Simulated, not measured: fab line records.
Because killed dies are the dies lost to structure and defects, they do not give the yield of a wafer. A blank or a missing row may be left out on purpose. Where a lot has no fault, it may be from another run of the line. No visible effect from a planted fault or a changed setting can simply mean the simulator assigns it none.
fab line records	flow gf180mcu
record: lots: 24	wafers: 72	last-day: 34
route steps=602 shown V2@398 M3@409 V4@498 MIM@504 M5@537
lots with no fault: from the same line, run without faults
start-h: the number of hours between the record's first day and the start of the first shown wafer of the lot	wait-h: hours since the lot's step before	" same as the row above	L1.1+2: a row that stands for several wafers	- no value present, or no start provided	* or withheld: withheld	< > ~ a bound
route shown NAME@n: a module of which the file shows steps, and the number in the route of the first	usual: mean/standard deviation taken from wafers without a fault	same: alike in all rows	chamber/n: place in a boat	sites: per-site readings	_std_site: the standard deviation of these	_edge_site: outer sites' mean less inner sites'	radius-mm: for every site, how far away it sits from the centre of the wafer	mask NAME#n: copy n	behind: the tool/chamber that last shaped the wafer	hold: why the lot went on hold/how many hours it stayed there/how the hold came to an end	device: transistor that didn't switch, given as n, p or np	end of line: the same wafers' tests at the end of the route	for a step that has no rows: nothing shown but its recipe	killed: not the wafer's yield, but the dies lost to structure and defects at the first sort	map: a wafer's dies, x killed, . not, _ none there
set.NAME: the setting the step ran with; set.NAME@STEP: the setting that earlier step ran with	model.NAME: the simulator's own value behind a step, which no gauge read
route steps across a sampled set of lots; one table per step, one row per wafer
services: the hour from which a tool's chamber was out of use, counted from the record's first day as start-h (under 0 if before that day), plus the number of hours and why
== steps ==
step: GF_V2_ETCH_16
recipe: chemistry: N2/H2	target-depth-a: withheld	overetch-a: withheld	time-s: withheld	target: BARC	ion-energy-ev: 200	source-w: 500	bias-w: 100	pressure-mtorr: 30	n2-flow-sccm: 100	h2-flow-sccm: 200
usual: drypump-motor-current-A: 6.0/0.39	oes-product-au: 0.855/0.0047	throttle-valve-pct: 13.224/0.0089
lot.wafer	tool	chamber	start-h	wait-h	drypump-motor-current-A	oes-product-au	throttle-valve-pct
L074.2	rie-diel-04	3	464.16	0.0	6.3	0.858	13.222
L074.3	"	0	"	"	6.0	0.854	13.233
L074.6	"	3	"	"	6.2	0.853	13.229
L075.1	rie-diel-01	0	469.83	0.0	5.9	0.856	13.232
L075.5	"	3	"	"	5.6	0.859	13.227
L075.6	"	0	"	"	5.9	0.861	13.235
L076.4	rie-diel-01	3	488.16	0.0	5.6	0.857	13.209
L076.5	"	3	"	"	5.6	0.855	13.231
L076.6	"	0	"	"	5.9	0.860	13.209
L077.1	rie-diel-03	0	495.91	0.0	6.7	0.863	13.216
L077.3	"	3	"	"	5.7	0.854	13.207
L077.5	"	3	"	"	5.7	0.859	13.221
L079.1	rie-diel-04	2	507.38	0.0	6.3	0.856	13.204
L079.2	"	1	"	"	5.3	0.858	13.230
L079.3	"	3	"	"	6.3	0.855	13.221
L078.2	rie-diel-04	3	511.11	0.0	6.3	0.860	13.216
L078.5	"	3	"	"	6.2	0.854	13.221
L078.6	"	2	"	"	6.3	0.855	13.219
L080.2	rie-diel-01	0	518.97	0.0	5.9	0.851	13.232
L080.4	"	3	"	"	5.7	0.853	13.238
L080.5	"	0	"	"	5.9	0.853	13.229
L081.2	rie-diel-01	1	528.21	0.0	6.1	0.864	13.216
L081.3	"	3	"	"	5.6	0.864	13.219
L081.4	"	2	"	"	6.5	0.858	13.225
L082.2	rie-diel-01	2	540.56	0.0	6.5	0.857	13.232
L082.5	"	0	"	"	5.9	0.857	13.221
L082.6	"	3	"	"	5.5	0.849	13.220
L083.1	rie-diel-01	1	547.06	0.0	6.1	0.857	13.245
L083.3	"	3	"	"	5.6	0.847	13.200
L083.6	"	0	"	"	5.9	0.859	13.225
L084.2	rie-diel-01	1	554.93	0.0	6.1	0.849	13.224
L084.3	"	3	"	"	5.6	0.860	13.217
L084.4	"	0	"	"	5.9	0.854	13.227
L085.1	rie-diel-04	3	562.08	0.0	6.3	0.858	13.219
L085.2	"	2	"	"	6.4	0.850	13.226
L085.6	"	0	"	"	6.0	0.857	13.221
L086.1	rie-diel-03	3	568.78	0.0	5.8	0.855	13.222
L086.3	"	1	"	"	5.8	0.846	13.225
L086.6	"	3	"	"	5.8	0.860	13.224
L087.1	rie-diel-03	3	574.71	0.0	5.8	0.857	13.214
L087.2	"	0	"	"	6.6	0.853	13.226
L087.6	"	3	"	"	5.8	0.857	13.230
L088.2	rie-diel-04	1	581.36	0.0	5.2	0.851	13.216
L088.5	"	2	"	"	6.3	0.853	13.233
L088.6	"	1	"	"	5.3	0.857	13.238
L089.3	rie-diel-04	0	589.21	0.0	6.0	0.855	13.218
L089.4	"	3	"	"	6.3	0.865	13.233
L089.6	"	1	"	"	5.3	0.847	13.232
L090.2	rie-diel-01	2	599.06	0.0	6.5	0.852	13.237
L090.3	"	3	"	"	5.6	0.841	13.221
L090.4	"	1	"	"	6.1	0.841	13.222
L091.1	rie-diel-01	2	607.88	0.0	6.5	0.854	13.238
L091.4	"	3	"	"	5.6	0.853	13.214
L091.6	"	3	"	"	5.6	0.854	13.217
L092.1	rie-diel-01	3	613.08	0.0	5.6	0.851	13.209
L092.3	"	2	"	"	6.5	0.849	13.233
L092.6	"	2	"	"	6.5	0.854	13.240
L093.2	rie-diel-01	0	617.31	0.0	5.9	0.847	13.212
L093.5	"	0	"	"	5.9	0.853	13.223
L093.6	"	1	"	"	6.1	0.849	13.210
L094.2	rie-diel-04	2	625.21	0.0	6.3	0.860	13.219
L094.3	"	0	"	"	6.0	0.854	13.232
L094.6	"	1	"	"	5.3	0.859	13.218
L095.2	rie-diel-03	2	634.86	0.0	6.4	0.857	13.222
L095.3	"	3	"	"	5.7	0.854	13.225
L095.4	"	1	"	"	5.8	0.855	13.229
L096.3	rie-diel-03	2	639.28	0.0	6.5	0.857	13.230
L096.4	"	2	"	"	6.5	0.848	13.210
L096.5	"	3	"	"	5.8	0.849	13.228
L097.1	rie-diel-03	1	648.98	0.0	5.8	0.864	13.228
L097.3	"	0	"	"	6.6	0.855	13.227
L097.4	"	2	"	"	6.4	0.852	13.235
step: GF_M3_SPUTTER_00
recipe: material: Ti	target-thk-nm: 37.5	arriving-ion-energy-ev: 80	substrate-temp-c: 200	chamber-pressure-pa: 2	power-w: 4000	time-s: 150
usual: throttle-valve-pct: 30.4/1
lot.wafer	tool	chamber	start-h	wait-h	throttle-valve-pct
L074.2	pvd-sputter-01	-	465.55	0.1	31.3
L074.3	"	-	"	"	30.8
L074.6	"	-	"	"	30.2
L075.1	pvd-sputter-01	-	471.20	0.2	31.7
L075.5	"	-	"	"	31.8
L075.6	"	-	"	"	28.8
L076.4	pvd-sputter-03	-	489.53	0.1	29.6
L076.5	"	-	"	"	30.9
L076.6	"	-	"	"	30.1
L077.1	pvd-sputter-01	-	497.27	0.2	30.8
L077.3	"	-	"	"	29.2
L077.5	"	-	"	"	30.4
L079.1	pvd-sputter-03	-	508.75	0.1	31.1
L079.2	"	-	"	"	29.8
L079.3	"	-	"	"	30.5
L078.2	pvd-sputter-01	-	512.64	0.1	30.2
L078.5	"	-	"	"	30.1
L078.6	"	-	"	"	31.0
L080.2	pvd-sputter-03	-	520.46	0.1	30.7
L080.4	"	-	"	"	29.8
L080.5	"	-	"	"	30.8
L081.2	pvd-sputter-04	-	529.59	0.1	29.2
L081.3	"	-	"	"	28.0
L081.4	"	-	"	"	31.3
L082.2	pvd-sputter-03	-	541.92	0.2	30.0
L082.5	"	-	"	"	29.4
L082.6	"	-	"	"	30.5
L083.1	pvd-sputter-03	-	548.42	0.1	30.5
L083.3	"	-	"	"	30.8
L083.6	"	-	"	"	30.8
L084.2	pvd-sputter-04	-	556.29	0.1	31.3
L084.3	"	-	"	"	32.2
L084.4	"	-	"	"	27.9
L085.1	pvd-sputter-01	-	563.50	0.1	31.0
L085.2	"	-	"	"	29.4
L085.6	"	-	"	"	31.6
L086.1	pvd-sputter-04	-	570.54	0.1	32.3
L086.3	"	-	"	"	27.9
L086.6	"	-	"	"	32.1
L087.1	pvd-sputter-01	-	576.07	0.1	31.0
L087.2	"	-	"	"	29.2
L087.6	"	-	"	"	31.0
L088.2	pvd-sputter-03	-	582.72	0.1	31.1
L088.5	"	-	"	"	31.0
L088.6	"	-	"	"	30.7
L089.3	pvd-sputter-04	-	590.57	0.2	31.4
L089.4	"	-	"	"	29.2
L089.6	"	-	"	"	29.3
L090.2	pvd-sputter-03	-	600.42	0.1	30.2
L090.3	"	-	"	"	31.0
L090.4	"	-	"	"	30.2
L091.1	pvd-sputter-04	-	609.24	0.2	29.5
L091.4	"	-	"	"	32.3
L091.6	"	-	"	"	31.2
L092.1	pvd-sputter-03	-	614.44	0.1	30.4
L092.3	"	-	"	"	31.2
L092.6	"	-	"	"	29.8
L093.2	pvd-sputter-01	-	618.70	0.2	30.3
L093.5	"	-	"	"	30.4
L093.6	"	-	"	"	29.1
L094.2	pvd-sputter-01	-	626.57	0.2	29.4
L094.3	"	-	"	"	30.2
L094.6	"	-	"	"	30.5
L095.2	pvd-sputter-04	-	636.22	0.1	32.3
L095.3	"	-	"	"	29.5
L095.4	"	-	"	"	31.5
L096.3	pvd-sputter-03	-	640.64	0.1	30.7
L096.4	"	-	"	"	30.9
L096.5	"	-	"	"	30.1
L097.1	pvd-sputter-01	-	650.48	0.2	31.5
L097.3	"	-	"	"	30.3
L097.4	"	-	"	"	29.1
step: GF_M3_STRIP_17
recipe: chemistry: O2/N2	power-w: 1400	pressure-mtorr: 1500	platen-temp-c: 250	o2-flow-sccm: 3000	n2-flow-sccm: 300	overash-fraction: 0.5
usual: drypump-motor-current-A: 5.5/0.3	heater-power-w: 299/24	oes-product-au: 0.558/0.0051	platen-temp-c: 250.03/0.19	strip-time-to-endpoint-s: 7.87/0.051
lot.wafer	tool	chamber	start-h	wait-h	drypump-motor-current-A	heater-power-w	oes-product-au	platen-temp-c	rf-hours-counter-h	strip-time-to-endpoint-s
L074.2	plasma-asher-04	0	490.96	0.1	5.5	291	0.548	249.92	40	7.82
L074.3	"	1	"	"	5.2	306	0.558	250.03	-	7.76
L074.6	"	0	"	"	5.5	283	0.551	249.93	-	7.84
L075.1	plasma-asher-04	0	496.36	0.2	5.5	286	0.557	249.93	41	7.90
L075.5	"	1	"	"	5.3	305	0.560	249.86	-	7.84
L075.6	"	0	"	"	5.5	281	0.559	249.93	-	7.89
L076.4	plasma-asher-03	0	514.34	0.1	5.2	286	0.553	250.13	-	7.78
L076.5	"	0	"	"	5.2	291	0.552	250.26	-	7.81
L076.6	"	1	"	"	5.8	300	0.563	250.24	-	7.80
L077.1	plasma-asher-04	0	521.56	0.1	5.5	285	0.559	249.90	43	7.90
L077.3	"	1	"	"	5.3	307	0.556	250.07	-	7.83
L077.5	"	0	"	"	5.5	277	0.554	250.12	-	7.89
L079.1	plasma-asher-03	0	532.88	0.1	5.2	288	0.553	249.92	9	7.77
L079.2	"	1	"	"	5.8	290	0.562	250.12	9	7.90
L079.3	"	0	"	"	5.2	294	0.563	249.88	-	7.91
L078.2	plasma-asher-01	0	536.58	0.1	5.7	395	0.554	250.01	95	7.95
L078.5	"	0	"	"	5.8	384	0.551	250.28	-	7.87
L078.6	"	1	"	"	6.2	288	0.564	250.07	-	7.93
L080.2	plasma-asher-04	1	544.38	0.1	5.3	314	0.559	250.12	46	7.90
L080.4	"	1	"	"	5.3	311	0.563	250.20	-	7.88
L080.5	"	0	"	"	5.5	290	0.557	249.91	-	7.84
L081.2	plasma-asher-03	1	552.97	0.1	5.9	296	0.553	250.03	11	7.82
L081.3	"	0	"	"	5.2	295	0.562	250.28	-	7.92
L081.4	"	1	"	"	5.9	293	0.553	249.79	-	7.84
L082.2	plasma-asher-03	0	564.36	0.1	5.2	286	0.555	249.61	12	7.88
L082.5	"	1	"	"	5.9	297	0.563	249.85	-	7.91
L082.6	"	0	"	"	5.2	286	0.556	250.00	-	7.83
L083.1	plasma-asher-03	0	571.11	0.1	5.2	291	0.546	250.28	13	7.80
L083.3	"	0	"	"	5.2	291	0.559	250.06	-	7.80
L083.6	"	0	"	"	5.2	298	0.556	250.29	-	7.93
L084.2	plasma-asher-03	1	578.99	0.1	5.8	290	0.558	249.94	14	7.88
L084.3	"	1	"	"	5.8	289	0.555	249.86	-	7.83
L084.4	"	0	"	"	5.3	295	0.553	250.04	-	7.88
L085.1	plasma-asher-03	1	586.32	0.1	5.8	293	0.563	249.65	14	7.92
L085.2	"	0	"	"	5.2	291	0.552	250.05	14	7.89
L085.6	"	1	"	"	5.8	295	0.557	249.67	-	7.89
L086.1	plasma-asher-04	0	592.12	0.1	5.5	287	0.555	250.17	51	7.92
L086.3	"	1	"	"	5.3	307	0.565	249.71	-	7.91
L086.6	"	1	"	"	5.3	313	0.564	249.59	-	7.88
L087.1	plasma-asher-04	1	597.76	0.1	5.2	300	0.557	249.98	51	7.94
L087.2	"	0	"	"	5.5	282	0.559	250.25	51	7.82
L087.6	"	1	"	"	5.3	313	0.554	250.02	-	7.83
L088.2	plasma-asher-03	0	604.29	0.1	5.2	293	0.550	249.73	16	7.83
L088.5	"	1	"	"	5.8	289	0.566	250.39	-	7.95
L088.6	"	0	"	"	5.2	288	0.561	249.79	-	7.80
L089.3	plasma-asher-03	1	611.84	0.1	5.8	305	0.554	249.66	-	7.89
L089.4	"	0	"	"	5.2	290	0.559	249.99	-	7.85
L089.6	"	0	"	"	5.2	289	0.551	250.14	-	7.85
L090.2	plasma-asher-04	1	622.04	0.1	5.3	305	0.562	250.07	55	7.90
L090.3	"	1	"	"	5.3	312	0.554	250.02	-	7.94
L090.4	"	0	"	"	5.5	288	0.557	250.04	-	7.92
L091.1	plasma-asher-03	1	628.84	0.1	5.9	296	0.561	249.87	20	7.91
L091.4	"	0	"	"	5.2	286	0.558	250.37	-	7.90
L091.6	"	1	"	"	5.8	295	0.560	250.06	-	7.90
L092.1	plasma-asher-03	1	635.14	0.1	5.8	294	0.556	250.48	21	7.92
L092.3	"	0	"	"	5.2	296	0.559	250.11	-	7.88
L092.6	"	0	"	"	5.2	287	0.568	250.18	-	7.90
L093.2	plasma-asher-03	0	639.04	0.1	5.2	293	0.567	250.15	21	7.91
L093.5	"	1	"	"	5.8	290	0.556	250.28	-	7.92
L093.6	"	0	"	"	5.2	294	0.561	249.86	-	7.91
L094.2	plasma-asher-01	0	647.37	0.1	5.7	380	0.562	250.21	105	7.91
L094.3	"	1	"	"	6.2	297	0.559	250.06	-	7.90
L094.6	"	1	"	"	6.2	293	0.564	250.06	-	7.81
L095.2	plasma-asher-04	0	655.87	0.1	5.5	269	0.559	250.06	58	7.76
L095.3	"	0	"	"	5.5	280	0.547	250.02	-	7.90
L095.4	"	1	"	"	5.3	305	0.551	250.19	-	7.77
L096.3	plasma-asher-01	0	660.82	0.1	5.7	376	0.557	250.43	-	7.90
L096.4	"	1	"	"	6.2	285	0.556	249.94	-	7.85
L096.5	"	0	"	"	5.7	374	0.554	250.42	-	7.90
L097.1	plasma-asher-03	1	670.41	0.1	5.8	291	0.559	250.24	25	7.83
L097.3	"	0	"	"	5.2	296	0.557	250.13	-	7.90
L097.4	"	1	"	"	5.8	301	0.554	249.94	-	7.82
step: GF_V4_SPUTTER_22
recipe: material: TiN	target-thk-nm: 10	chamber-pressure-pa: 5	power-w: 4000	time-s: 40
usual: throttle-valve-pct: 30.3/1.2
lot.wafer	tool	chamber	start-h	wait-h	throttle-valve-pct
L074.2	pvd-sputter-04	-	565.94	0.0	27.8
L074.3	"	-	"	"	32.3
L074.6	"	-	"	"	29.5
L075.1	pvd-sputter-01	-	570.47	0.0	31.2
L075.5	"	-	"	"	31.1
L075.6	"	-	"	"	31.7
L076.4	pvd-sputter-04	-	588.21	0.0	31.2
L076.5	"	-	"	"	29.5
L076.6	"	-	"	"	31.4
L077.1	pvd-sputter-04	-	593.36	0.0	32.3
L077.3	"	-	"	"	29.5
L077.5	"	-	"	"	28.1
L079.1	pvd-sputter-02	-	603.94	0.0	29.4
L079.2	"	-	"	"	30.2
L079.3	"	-	"	"	31.1
L078.2	pvd-sputter-02	-	608.26	0.0	29.1
L078.5	"	-	"	"	30.1
L078.6	"	-	"	"	29.2
L080.2	pvd-sputter-02	-	614.45	0.0	28.9
L080.4	"	-	"	"	30.3
L080.5	"	-	"	"	30.2
L081.2	pvd-sputter-01	-	621.70	0.0	30.2
L081.3	"	-	"	"	29.2
L081.4	"	-	"	"	30.8
L082.2	pvd-sputter-04	-	632.74	0.0	32.2
L082.5	"	-	"	"	31.5
L082.6	"	-	"	"	28.2
L083.1	pvd-sputter-04	-	638.70	0.0	31.5
L083.3	"	-	"	"	28.1
L083.6	"	-	"	"	32.4
L084.2	pvd-sputter-04	-	645.09	0.0	32.3
L084.3	"	-	"	"	29.7
L084.4	"	-	"	"	31.5
L085.1	pvd-sputter-04	-	651.64	0.0	32.1
L085.2	"	-	"	"	29.4
L085.6	"	-	"	"	31.0
L086.1	pvd-sputter-02	-	659.04	0.0	30.0
L086.3	"	-	"	"	29.2
L086.6	"	-	"	"	31.1
L087.1	pvd-sputter-04	-	664.79	0.0	31.4
L087.2	"	-	"	"	28.1
L087.6	"	-	"	"	31.9
L088.2	pvd-sputter-02	-	669.49	0.0	30.1
L088.5	"	-	"	"	30.3
L088.6	"	-	"	"	29.1
L089.3	pvd-sputter-02	-	675.45	0.0	31.3
L089.4	"	-	"	"	30.4
L089.6	"	-	"	"	29.2
L090.2	pvd-sputter-02	-	685.21	0.0	30.1
L090.3	"	-	"	"	29.2
L090.4	"	-	"	"	31.0
L091.1	pvd-sputter-01	-	691.48	0.0	30.9
L091.4	"	-	"	"	29.3
L091.6	"	-	"	"	29.0
L092.1	pvd-sputter-02	-	698.54	0.0	28.9
L092.3	"	-	"	"	30.0
L092.6	"	-	"	"	29.1
L093.2	pvd-sputter-01	-	703.80	0.0	30.8
L093.5	"	-	"	"	31.5
L093.6	"	-	"	"	29.1
L094.2	pvd-sputter-04	-	708.63	0.0	31.8
L094.3	"	-	"	"	29.1
L094.6	"	-	"	"	32.6
L095.2	pvd-sputter-04	-	718.05	0.0	32.4
L095.3	"	-	"	"	29.4
L095.4	"	-	"	"	32.1
L096.3	pvd-sputter-02	-	722.45	0.0	30.2
L096.4	"	-	"	"	31.2
L096.5	"	-	"	"	31.1
L097.1	pvd-sputter-01	-	730.76	0.0	29.2
L097.3	"	-	"	"	31.7
L097.4	"	-	"	"	30.6
step: GF_MIM_SPUTTER_01
recipe: material: TiN	target-thk-nm: 30	power-w: 6500	time-s: 25	chamber-pressure-pa: 0.4
usual: throttle-valve-pct: 30.4/1.2
lot.wafer	tool	chamber	start-h	wait-h	throttle-valve-pct
L074.2	pvd-sputter-01	-	566.68	0.1	31.4
L074.3	"	-	"	"	30.1
L074.6	"	-	"	"	31.7
L075.1	pvd-sputter-01	-	571.20	0.1	30.5
L075.5	"	-	"	"	30.9
L075.6	"	-	"	"	30.2
L076.4	pvd-sputter-03	-	588.94	0.1	31.2
L076.5	"	-	"	"	30.4
L076.6	"	-	"	"	31.3
L077.1	pvd-sputter-03	-	594.09	0.1	30.2
L077.3	"	-	"	"	30.8
L077.5	"	-	"	"	30.2
L079.1	pvd-sputter-03	-	604.67	0.1	30.5
L079.2	"	-	"	"	30.6
L079.3	"	-	"	"	31.1
L078.2	pvd-sputter-04	-	608.99	0.1	32.4
L078.5	"	-	"	"	31.5
L078.6	"	-	"	"	29.4
L080.2	pvd-sputter-01	-	615.19	0.1	30.4
L080.4	"	-	"	"	31.5
L080.5	"	-	"	"	29.0
L081.2	pvd-sputter-04	-	622.44	0.1	31.3
L081.3	"	-	"	"	32.1
L081.4	"	-	"	"	27.9
L082.2	pvd-sputter-01	-	633.47	0.1	31.4
L082.5	"	-	"	"	31.6
L082.6	"	-	"	"	30.5
L083.1	pvd-sputter-03	-	639.44	0.1	30.0
L083.3	"	-	"	"	30.8
L083.6	"	-	"	"	31.3
L084.2	pvd-sputter-03	-	645.82	0.1	29.8
L084.3	"	-	"	"	31.2
L084.4	"	-	"	"	29.6
L085.1	pvd-sputter-01	-	652.49	0.1	28.9
L085.2	"	-	"	"	30.4
L085.6	"	-	"	"	31.7
L086.1	pvd-sputter-04	-	659.77	0.1	31.6
L086.3	"	-	"	"	29.4
L086.6	"	-	"	"	31.2
L087.1	pvd-sputter-01	-	665.52	0.1	29.3
L087.2	"	-	"	"	31.1
L087.6	"	-	"	"	30.9
L088.2	pvd-sputter-04	-	670.22	0.1	29.4
L088.5	"	-	"	"	28.0
L088.6	"	-	"	"	31.3
L089.3	pvd-sputter-01	-	676.18	0.1	30.2
L089.4	"	-	"	"	29.3
L089.6	"	-	"	"	30.8
L090.2	pvd-sputter-04	-	685.94	0.1	29.3
L090.3	"	-	"	"	32.2
L090.4	"	-	"	"	28.0
L091.1	pvd-sputter-04	-	692.21	0.1	32.5
L091.4	"	-	"	"	28.1
L091.6	"	-	"	"	28.0
L092.1	pvd-sputter-04	-	699.27	0.1	32.5
L092.3	"	-	"	"	29.6
L092.6	"	-	"	"	32.2
L093.2	pvd-sputter-01	-	704.54	0.1	30.6
L093.5	"	-	"	"	30.9
L093.6	"	-	"	"	31.3
L094.2	pvd-sputter-03	-	709.37	0.1	30.8
L094.3	"	-	"	"	31.0
L094.6	"	-	"	"	31.0
L095.2	pvd-sputter-01	-	718.79	0.1	31.4
L095.3	"	-	"	"	29.3
L095.4	"	-	"	"	30.4
L096.3	pvd-sputter-04	-	723.19	0.1	27.9
L096.4	"	-	"	"	32.0
L096.5	"	-	"	"	32.5
L097.1	pvd-sputter-04	-	731.49	0.1	27.8
L097.3	"	-	"	"	29.4
L097.4	"	-	"	"	32.2
step: GF_M5_STRIP_11
recipe: chemistry: O2/N2	power-w: 1400	pressure-mtorr: 1500	platen-temp-c: 250	o2-flow-sccm: 3000	n2-flow-sccm: 300	overash-fraction: 0.5
usual: drypump-motor-current-A: 5.37/0.29	heater-power-w: 307/23	oes-product-au: 0.544/0.0051	platen-temp-c: 250.01/0.17	strip-time-to-endpoint-s: 7.55/0.036
lot.wafer	tool	chamber	start-h	wait-h	drypump-motor-current-A	heater-power-w	oes-product-au	platen-temp-c	rf-hours-counter-h	strip-time-to-endpoint-s
L074.2	plasma-asher-03	1	610.00	0.1	5.83	292	0.552	250.07	17	7.57
L074.3	"	1	"	"	5.87	291	0.542	249.98	-	7.56
L074.6	"	0	"	"	5.23	291	0.544	250.05	-	7.53
L075.1	plasma-asher-03	1	614.78	0.1	5.83	297	0.529	249.85	18	7.48
L075.5	"	0	"	"	5.23	293	0.539	249.87	-	7.53
L075.6	"	1	"	"	5.79	292	0.535	249.99	-	7.53
L076.4	plasma-asher-02	1	630.28	0.1	4.98	305	0.547	250.02	-	7.54
L076.5	"	0	"	"	5.59	339	0.546	250.02	-	7.50
L076.6	"	1	"	"	4.98	298	0.540	250.06	-	7.56
L077.1	plasma-asher-03	1	635.95	0.1	5.82	292	0.541	249.88	21	7.56
L077.3	"	0	"	"	5.23	299	0.544	249.82	-	7.59
L077.5	"	1	"	"	5.86	293	0.543	249.93	-	7.58
L079.1	plasma-asher-02	0	645.25	0.1	5.61	341	0.546	249.74	83	7.54
L079.2	"	1	"	"	4.95	296	0.533	249.86	83	7.51
L079.3	"	1	"	"	4.96	302	0.543	249.92	-	7.59
L078.2	plasma-asher-04	0	649.35	0.1	5.44	278	0.547	250.27	58	7.58
L078.5	"	1	"	"	5.28	312	0.541	250.37	-	7.55
L078.6	"	0	"	"	5.46	281	0.545	249.91	-	7.60
L080.2	plasma-asher-03	0	655.70	0.1	5.22	291	0.550	250.00	23	7.61
L080.4	"	1	"	"	5.81	293	0.546	250.02	-	7.62
L080.5	"	0	"	"	5.24	288	0.550	250.34	-	7.64
L081.2	plasma-asher-04	0	663.20	0.1	5.47	286	0.545	250.02	59	7.58
L081.3	"	0	"	"	5.48	283	0.543	249.97	-	7.57
L081.4	"	1	"	"	5.29	308	0.536	250.14	-	7.59
L082.2	plasma-asher-02	0	673.18	0.1	5.61	342	0.549	250.02	86	7.57
L082.5	"	1	"	"	4.95	296	0.549	250.21	-	7.58
L082.6	"	0	"	"	5.59	345	0.540	249.88	-	7.54
L083.1	plasma-asher-02	1	679.00	0.1	4.96	302	0.537	249.95	87	7.54
L083.3	"	1	"	"	4.96	298	0.543	250.17	-	7.57
L083.6	"	1	"	"	4.95	301	0.542	249.99	-	7.50
L084.2	plasma-asher-02	0	684.40	0.1	5.58	351	0.540	250.08	87	7.58
L084.3	"	1	"	"	4.97	301	0.545	250.20	-	7.52
L084.4	"	0	"	"	5.59	339	0.548	250.02	-	7.53
L085.1	plasma-asher-04	0	691.50	0.1	5.46	289	0.542	250.30	62	7.48
L085.2	"	1	"	"	5.27	304	0.555	249.96	62	7.53
L085.6	"	0	"	"	5.50	284	0.535	250.09	-	7.53
L086.1	plasma-asher-02	0	698.65	0.1	5.59	334	0.546	249.89	89	7.61
L086.3	"	0	"	"	5.63	351	0.546	250.10	-	7.55
L086.6	"	0	"	"	5.61	343	0.545	249.96	-	7.58
L087.1	plasma-asher-02	1	703.55	0.1	4.97	297	0.546	250.05	89	7.58
L087.2	"	0	"	"	5.59	341	0.547	249.94	89	7.57
L087.6	"	1	"	"	4.96	301	0.545	250.07	-	7.62
L088.2	plasma-asher-02	1	708.25	0.1	4.96	290	0.547	250.00	90	7.58
L088.5	"	1	"	"	4.97	296	0.538	249.85	-	7.60
L088.6	"	0	"	"	5.61	358	0.547	249.82	-	7.52
L089.3	plasma-asher-04	0	713.58	0.1	5.44	284	0.547	249.93	-	7.60
L089.4	"	1	"	"	5.28	310	0.545	250.13	-	7.52
L089.6	"	1	"	"	5.30	316	0.546	250.10	-	7.54
L090.2	plasma-asher-04	1	723.88	0.1	5.31	309	0.546	250.25	65	7.51
L090.3	"	1	"	"	5.28	312	0.536	250.13	-	7.53
L090.4	"	0	"	"	5.49	281	0.536	250.13	-	7.55
L091.1	plasma-asher-03	0	728.53	0.1	5.19	292	0.549	250.13	31	7.55
L091.4	"	1	"	"	5.79	288	0.545	250.54	-	7.56
L091.6	"	1	"	"	5.82	298	0.549	250.30	-	7.52
L092.1	plasma-asher-03	0	736.48	0.1	5.22	294	0.541	249.89	32	7.49
L092.3	"	0	"	"	5.18	295	0.537	250.26	-	7.51
L092.6	"	1	"	"	5.86	295	0.543	249.98	-	7.50
L093.2	plasma-asher-02	1	740.38	0.1	4.95	291	0.544	250.05	94	7.60
L093.5	"	0	"	"	5.60	344	0.539	249.81	-	7.56
L093.6	"	1	"	"	4.98	295	0.547	249.89	-	7.56
L094.2	plasma-asher-02	0	744.98	0.1	5.60	351	0.544	249.89	95	7.54
L094.3	"	1	"	"	4.98	306	0.536	249.93	-	7.52
L094.6	"	1	"	"	4.97	305	0.540	249.69	-	7.59
L095.2	plasma-asher-04	1	753.49	0.1	5.28	301	0.550	249.91	66	7.52
L095.3	"	1	"	"	5.27	318	0.543	249.92	-	7.55
L095.4	"	0	"	"	5.50	290	0.541	249.95	-	7.56
L096.3	plasma-asher-04	1	760.36	0.1	5.30	302	0.541	250.05	-	7.51
L096.4	"	0	"	"	5.45	280	0.545	250.01	-	7.61
L096.5	"	0	"	"	5.48	285	0.551	250.12	-	7.58
L097.1	plasma-asher-02	0	765.75	0.1	5.65	348	0.536	250.19	98	7.54
L097.3	"	1	"	"	4.93	288	0.539	249.75	-	7.52
L097.4	"	0	"	"	5.62	353	0.549	250.29	-	7.60
== services ==
tool	chamber	start-h	hours	kind
plasma-asher-03	-	446.94	12.6	repair
pvd-sputter-04	-	457.06	3.3	repair
pvd-sputter-04	-	465.77	1.2	repair
pvd-sputter-03	-	467.58	21.1	repair
pvd-sputter-03	-	521.49	2.5	repair
pvd-sputter-01	-	528.56	4.4	repair
rie-diel-01	-	536.48	2.8	pm
plasma-asher-03	-	544.51	5.7	repair
plasma-asher-02	-	557.60	2.5	repair
pvd-sputter-04	-	559.59	5.6	repair
plasma-asher-04	-	560.22	3.4	repair
pvd-sputter-01	-	587.82	0.8	repair
pvd-sputter-01	-	658.73	1.8	repair
pvd-sputter-03	-	668.18	1.5	repair
plasma-asher-04	-	684.71	2.4	repair
pvd-sputter-01	-	699.10	2.0	repair
pvd-sputter-04	-	710.24	6.1	repair
plasma-asher-04	-	727.10	1.7	repair
plasma-asher-04	-	731.64	14.6	pm
pvd-sputter-03	-	736.90	12.9	repair
plasma-asher-03	-	739.91	48.7	repair
pvd-sputter-04	-	755.56	0.8	repair
pvd-sputter-01	-	763.89	2.9	repair
pvd-sputter-01	-	765.62	4.2	repair
== key ==
fault none
